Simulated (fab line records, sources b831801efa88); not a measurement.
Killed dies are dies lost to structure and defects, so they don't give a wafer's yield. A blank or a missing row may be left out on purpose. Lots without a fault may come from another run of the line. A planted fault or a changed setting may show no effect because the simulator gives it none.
Chamber matching | flow gf180mcu | GF_V3_ETCH_16 on rie_diel-04: 4 sister chambers
The step etches BARC in N2/H2. 8 wafers are shown with their chamber, then 9 later ones without.

WAFERS WITH THEIR CHAMBER
wafer  | chamber | drypump_motor_current_A (A) | oes_product_au (a.u.)
L074.4 | 0       | 5.3                         | 0.847
L077.3 | 0       | 5.3                         | 0.846
L084.2 | 3       | 5.8                         | 0.857
L084.4 | 2       | 6.3                         | 0.859
L084.5 | 1       | 5.6                         | 0.851
L085.3 | 3       | 5.7                         | 0.848
L085.4 | 1       | 5.6                         | 0.847
L085.6 | 2       | 6.3                         | 0.857

WAFERS WITHOUT THEIR CHAMBER
wafer  | drypump_motor_current_A (A) | oes_product_au (a.u.)
L089.2 | 5.8                         | 0.855
L089.3 | 6.3                         | 0.852
L089.4 | 5.8                         | 0.853
L095.1 | 5.8                         | 0.849
L095.3 | 5.7                         | 0.847
L095.5 | 5.6                         | 0.849
L097.3 | 5.3                         | 0.848
L097.4 | 5.7                         | 0.843
L097.5 | 6.3                         | 0.855

WHICH CHAMBER EACH WENT THROUGH
wafer  | from the rows above     | in truth
L089.2 | 3                       | 3
L089.3 | 2                       | 2
L089.4 | 3                       | 3
L095.1 | 3                       | 3
L095.3 | can't be placed: 3 or 1 | 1
L095.5 | 1                       | 1
L097.3 | 0                       | 0
L097.4 | can't be placed: 3 or 1 | 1
L097.5 | 2                       | 2
Placed correctly: 7 of 9. Can't be placed from these rows: 2 (the true chamber is among the candidates in 2). Placed wrongly: 0.
How it was worked out, from the rows above alone: a wafer's distance from a chamber is the root of the sum, over the readings, of the square of ((its reading less the chamber's mean) divided by the reading's scatter). The wafer belongs to the nearest chamber; if the next one is less than 2 further off, it can't be placed. A chamber's mean is the mean of its shown wafers. The scatter: the root of (the sum of the squares of (reading less its chamber's mean) over the shown wafers, divided by (wafers less chambers)).
